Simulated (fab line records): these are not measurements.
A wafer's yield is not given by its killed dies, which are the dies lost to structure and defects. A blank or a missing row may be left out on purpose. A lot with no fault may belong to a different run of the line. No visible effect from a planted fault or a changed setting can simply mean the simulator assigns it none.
Which tool was responsible? | flow sky130 | 7 lots with 21 wafers sampled at 2 steps, on a route of 708 steps

WHAT EACH GAUGE READ, for each wafer
SKY_PWDE_OVL_MEAS_07.
lot  | measured    | on         | PWDE_OVL (nm)
L255 | day 4 08:10 | overlay-01 | 2.2 1.8 0.6
L259 | day 5 07:07 | overlay-02 | -0.7 -2.5 -0.3
L261 | day 5 17:31 | overlay-01 | -0.6 -1.1 1.2
L264 | day 6 09:13 | overlay-01 | -0.6 -0.9 -0.6
L267 | day 7 03:41 | overlay-02 | 2.7 -0.1 2.0
L269 | day 7 16:39 | overlay-01 | - - -
L276 | day 9 09:20 | overlay-01 | 2.0 4.3 2.6

TOOL THAT RAN EACH LOT (tool first, then ch and the chambers of the sampled wafers, then the start)
lot  | SKY_PWDE_DEVELOP_06
L255 | litho_track-04 ch 0, day 4 08:00
L259 | litho_track-02 ch 0, day 5 06:00
L261 | litho_track-02 ch 0, day 5 17:00
L264 | litho_track-04 ch 0, day 6 09:00
L267 | litho_track-03 ch 0, day 7 03:00
L269 | litho_track-03 ch 0, day 7 16:00
L276 | litho_track-02 ch 0, day 9 09:00
- SKY_PWDE_DEVELOP_06: develop time 60 s.

THE ANSWER, worked out from the rows above alone
Rule: what is usual is taken from the lots themselves. The widest of any qualifying gaps counts: lots, ordered by their means at a reading, are off when they make up no more than a third of the lots, leave a main group of 4 or more, and stand apart from it by 3 or more times the standard deviation of that group's means. A main group is skipped when, at the precision printed for the reading in the tables above, its means are all equal. Also off: a lot with no number at a reading for which 4 or more lots have one. The other lots that the step has rows for count as sound.
Off: L269, seen at SKY_PWDE_OVL_MEAS_07 (PWDE_OVL). Without a number there: L269. The main group: mean 0.7 nm, standard deviation 1.5.
A tool fits if, at a process step before that reading, it ran every lot that is off, and no sound lot after the first of them. Gauges at SKY_PWDE_OVL_MEAS_07: tried the same way as those tools. One fits: litho_track-03 at SKY_PWDE_DEVELOP_06. A fault onset in the window from L267 (day 7 03:00, its last sound lot) to L269 (day 7 16:00, its first lot off) fits.

WHAT THE SIMULATOR HAD PUT IN
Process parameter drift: litho_track-03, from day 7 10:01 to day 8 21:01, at SKY_PWDE_DEVELOP_06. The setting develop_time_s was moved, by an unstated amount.
Struck lots among those shown: L269. This agrees with what the rule above found.
